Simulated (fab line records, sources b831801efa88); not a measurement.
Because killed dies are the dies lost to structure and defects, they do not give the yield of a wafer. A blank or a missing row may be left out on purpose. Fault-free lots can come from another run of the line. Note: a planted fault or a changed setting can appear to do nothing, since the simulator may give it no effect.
Which tool did it? || flow gf180mcu || 39 wafers from 13 lots sampled at 4 of the route's 602 steps

WHAT EACH GAUGE READ, for each wafer
GF_TOP_METAL_RS_MEAS_05: uses a four-point probe to measure. Usual: for TOP_METAL_ALCU_RS the level is 0.0327 ohm/sq and the standard deviation is 0.00035.
{"lot": "L818", "measured": "day 28 02:25", "on": "film metro-02", "TOP_METAL_ALCU_RS (ohm/sq)": "0.0329 0.0330 0.0329", "flag": ""}
{"lot": "L819", "measured": "day 28 08:32", "on": "film metro-04", "TOP_METAL_ALCU_RS (ohm/sq)": "0.0326 0.0325 0.0326", "flag": ""}
{"lot": "L821", "measured": "day 29 03:40", "on": "film metro-02", "TOP_METAL_ALCU_RS (ohm/sq)": "0.0331 0.0327 0.0326", "flag": ""}
{"lot": "L822", "measured": "day 29 13:09", "on": "film metro-02", "TOP_METAL_ALCU_RS (ohm/sq)": "0.0330 0.0328 0.0329", "flag": ""}
{"lot": "L823", "measured": "day 29 20:43", "on": "film metro-04", "TOP_METAL_ALCU_RS (ohm/sq)": "0.0322 0.0329 0.0324", "flag": ""}
{"lot": "L824", "measured": "day 30 13:39", "on": "film metro-01", "TOP_METAL_ALCU_RS (ohm/sq)": "0.0325 0.0326 0.0325", "flag": ""}
{"lot": "L825", "measured": "day 30 12:19", "on": "film metro-04", "TOP_METAL_ALCU_RS (ohm/sq)": "0.0325 0.0324 0.0323", "flag": ""}
{"lot": "L826", "measured": "day 30 17:52", "on": "film metro-04", "TOP_METAL_ALCU_RS (ohm/sq)": "0.0330 0.0326 0.0330", "flag": ""}
{"lot": "L827", "measured": "day 31 00:52", "on": "film metro-02", "TOP_METAL_ALCU_RS (ohm/sq)": "0.0331 0.0323 0.0323", "flag": ""}
{"lot": "L828", "measured": "day 31 03:17", "on": "film metro-01", "TOP_METAL_ALCU_RS (ohm/sq)": "0.0332 0.0332 0.0330", "flag": ""}
{"lot": "L831", "measured": "day 31 22:48", "on": "film metro-01", "TOP_METAL_ALCU_RS (ohm/sq)": "0.0326 0.0331 0.0327", "flag": ""}
{"lot": "L833", "measured": "day 32 11:40", "on": "film metro-04", "TOP_METAL_ALCU_RS (ohm/sq)": "0.0326 0.0319 0.0326", "flag": ""}
{"lot": "L838", "measured": "day 33 10:05", "on": "film metro-02", "TOP_METAL_ALCU_RS (ohm/sq)": "0.0329 0.0326 0.0332", "flag": ""}

WHICH TOOL RAN EACH LOT (tool, then ch and the chambers of the sampled wafers, then the start)
{"lot": "L818", "GF_V1_CVD_02": "pecvd-04 ch 0,1, day 17 21:12", "GF_V4_SPUTTER_21": "pvd sputter-02, day 25 06:18", "GF_MIM_SPUTTER_07": "pvd sputter-01, day 25 07:19"}
{"lot": "L819", "GF_V1_CVD_02": "pecvd-02 ch 1,2, day 18 05:41", "GF_V4_SPUTTER_21": "pvd sputter-03, day 25 12:23", "GF_MIM_SPUTTER_07": "pvd sputter-01, day 25 13:23"}
{"lot": "L821", "GF_V1_CVD_02": "pecvd-04 ch 0,1,2, day 19 03:48", "GF_V4_SPUTTER_21": "pvd sputter-04, day 26 09:17", "GF_MIM_SPUTTER_07": "pvd sputter-04, day 26 10:17"}
{"lot": "L822", "GF_V1_CVD_02": "pecvd-04 ch 0,1, day 19 19:44", "GF_V4_SPUTTER_21": "pvd sputter-02, day 26 21:56", "GF_MIM_SPUTTER_07": "pvd sputter-01, day 26 22:57"}
{"lot": "L823", "GF_V1_CVD_02": "pecvd-02 ch 1,2, day 20 05:53", "GF_V4_SPUTTER_21": "pvd sputter-04, day 27 05:34", "GF_MIM_SPUTTER_07": "pvd sputter-02, day 27 06:34"}
{"lot": "L824", "GF_V1_CVD_02": "pecvd-02 ch 1,2, day 20 23:25", "GF_V4_SPUTTER_21": "pvd sputter-04, day 27 23:17", "GF_MIM_SPUTTER_07": "pvd sputter-01, day 28 00:17"}
{"lot": "L825", "GF_V1_CVD_02": "pecvd-03 ch 0,2, day 20 23:51", "GF_V4_SPUTTER_21": "pvd sputter-04, day 27 21:44", "GF_MIM_SPUTTER_07": "pvd sputter-04, day 27 22:44"}
{"lot": "L826", "GF_V1_CVD_02": "pecvd-02 ch 0,1, day 21 03:43", "GF_V4_SPUTTER_21": "pvd sputter-03, day 28 03:05", "GF_MIM_SPUTTER_07": "pvd sputter-01, day 28 04:05"}
{"lot": "L827", "GF_V1_CVD_02": "pecvd-04 ch 1,2, day 21 14:22", "GF_V4_SPUTTER_21": "pvd sputter-03, day 28 11:23", "GF_MIM_SPUTTER_07": "pvd sputter-02, day 28 12:23"}
{"lot": "L828", "GF_V1_CVD_02": "pecvd-02 ch 1,2, day 21 16:37", "GF_V4_SPUTTER_21": "pvd sputter-04, day 28 13:44", "GF_MIM_SPUTTER_07": "pvd sputter-04, day 28 14:44"}
{"lot": "L831", "GF_V1_CVD_02": "pecvd-02 ch 1,2, day 22 19:30", "GF_V4_SPUTTER_21": "pvd sputter-02, day 29 11:35", "GF_MIM_SPUTTER_07": "pvd sputter-01, day 29 12:35"}
{"lot": "L833", "GF_V1_CVD_02": "pecvd-02 ch 0,2, day 23 10:28", "GF_V4_SPUTTER_21": "pvd sputter-03, day 30 00:02", "GF_MIM_SPUTTER_07": "pvd sputter-02, day 30 01:03"}
{"lot": "L838", "GF_V1_CVD_02": "pecvd-02 ch 0,1,2, day 24 19:01", "GF_V4_SPUTTER_21": "pvd sputter-02, day 31 01:29", "GF_MIM_SPUTTER_07": "pvd sputter-02, day 31 02:42"}
- GF_V1_CVD_02: deposits SiO2 from TEOS, target thk 850 nm, time 94.851 s.
- GF_V4_SPUTTER_21: material Ti, target thk 15 nm, time 80.02 s.
- GF_MIM_SPUTTER_07: material TiN, target thk 60 nm, time 50 s.

AS READ BY THE TOOLS THEMSELVES (means over the sampled wafers that have a number; for cases with no such wafer, the mark the record gives instead)
GF_V1_CVD_02. Usual: 690 W for heater power w, sd 99.
{"lot": "L818", "tool": "pecvd-04", "heater power w (W)": 637, "flag": ""}
{"lot": "L819", "tool": "pecvd-02", "heater power w (W)": 737, "flag": ""}
{"lot": "L821", "tool": "pecvd-04", "heater power w (W)": 637, "flag": ""}
{"lot": "L822", "tool": "pecvd-04", "heater power w (W)": 640, "flag": ""}
{"lot": "L823", "tool": "pecvd-02", "heater power w (W)": 822, "flag": ""}
{"lot": "L824", "tool": "pecvd-02", "heater power w (W)": 812, "flag": ""}
{"lot": "L825", "tool": "pecvd-03", "heater power w (W)": 628, "flag": ""}
{"lot": "L826", "tool": "pecvd-02", "heater power w (W)": 664, "flag": ""}
{"lot": "L827", "tool": "pecvd-04", "heater power w (W)": 766, "flag": ""}
{"lot": "L828", "tool": "pecvd-02", "heater power w (W)": 804, "flag": ""}
{"lot": "L831", "tool": "pecvd-02", "heater power w (W)": 802, "flag": ""}
{"lot": "L833", "tool": "pecvd-02", "heater power w (W)": 655, "flag": ""}
{"lot": "L838", "tool": "pecvd-02", "heater power w (W)": 752, "flag": ""}

GF_V4_SPUTTER_21. Usual: 30.0 % for throttle valve pct, sd 1.4.
{"lot": "L818", "tool": "pvd sputter-02", "throttle valve pct (%)": 29.1, "flag": ""}
{"lot": "L819", "tool": "pvd sputter-03", "throttle valve pct (%)": 31.5, "flag": ""}
{"lot": "L821", "tool": "pvd sputter-04", "throttle valve pct (%)": 30.6, "flag": ""}
{"lot": "L822", "tool": "pvd sputter-02", "throttle valve pct (%)": 30.0, "flag": ""}
{"lot": "L823", "tool": "pvd sputter-04", "throttle valve pct (%)": 29.7, "flag": ""}
{"lot": "L824", "tool": "pvd sputter-04", "throttle valve pct (%)": 29.7, "flag": ""}
{"lot": "L825", "tool": "pvd sputter-04", "throttle valve pct (%)": 28.9, "flag": ""}
{"lot": "L826", "tool": "pvd sputter-03", "throttle valve pct (%)": 30.6, "flag": ""}
{"lot": "L827", "tool": "pvd sputter-03", "throttle valve pct (%)": 30.7, "flag": ""}
{"lot": "L828", "tool": "pvd sputter-04", "throttle valve pct (%)": 29.4, "flag": ""}
{"lot": "L831", "tool": "pvd sputter-02", "throttle valve pct (%)": 30.1, "flag": ""}
{"lot": "L833", "tool": "pvd sputter-03", "throttle valve pct (%)": 31.1, "flag": ""}
{"lot": "L838", "tool": "pvd sputter-02", "throttle valve pct (%)": 29.5, "flag": ""}

GF_MIM_SPUTTER_07. Usual: 29.9 % for throttle valve pct, sd 1.3.
{"lot": "L818", "tool": "pvd sputter-01", "throttle valve pct (%)": 30.3, "flag": ""}
{"lot": "L819", "tool": "pvd sputter-01", "throttle valve pct (%)": 29.7, "flag": ""}
{"lot": "L821", "tool": "pvd sputter-04", "throttle valve pct (%)": 28.5, "flag": ""}
{"lot": "L822", "tool": "pvd sputter-01", "throttle valve pct (%)": 30.4, "flag": ""}
{"lot": "L823", "tool": "pvd sputter-02", "throttle valve pct (%)": 29.3, "flag": ""}
{"lot": "L824", "tool": "pvd sputter-01", "throttle valve pct (%)": 30.8, "flag": ""}
{"lot": "L825", "tool": "pvd sputter-04", "throttle valve pct (%)": 29.9, "flag": ""}
{"lot": "L826", "tool": "pvd sputter-01", "throttle valve pct (%)": 30.2, "flag": ""}
{"lot": "L827", "tool": "pvd sputter-02", "throttle valve pct (%)": 29.5, "flag": ""}
{"lot": "L828", "tool": "pvd sputter-04", "throttle valve pct (%)": 29.8, "flag": ""}
{"lot": "L831", "tool": "pvd sputter-01", "throttle valve pct (%)": 30.4, "flag": ""}
{"lot": "L833", "tool": "pvd sputter-02", "throttle valve pct (%)": 29.4, "flag": ""}
{"lot": "L838", "tool": "pvd sputter-02", "throttle valve pct (%)": 29.3, "flag": ""}

THE ANSWER, worked out from the rows above alone
Rule: lot off if the mean of its wafers having a number is beyond 3 standard deviations from the usual mean. Also off: a lot with no number at a reading for which 4 or more lots have one. Any other lot the step has rows for is counted as sound. After the gauges, taken in route order, come the tools' own readings; for these a lot's mean is taken, as printed above. At the first step where some lot is off, the reading lying furthest off is the one used; lots without a number count as furthest.
None of the lots is off at any reading shown; this tells nothing.

WHAT THE SIMULATOR HAD PUT IN
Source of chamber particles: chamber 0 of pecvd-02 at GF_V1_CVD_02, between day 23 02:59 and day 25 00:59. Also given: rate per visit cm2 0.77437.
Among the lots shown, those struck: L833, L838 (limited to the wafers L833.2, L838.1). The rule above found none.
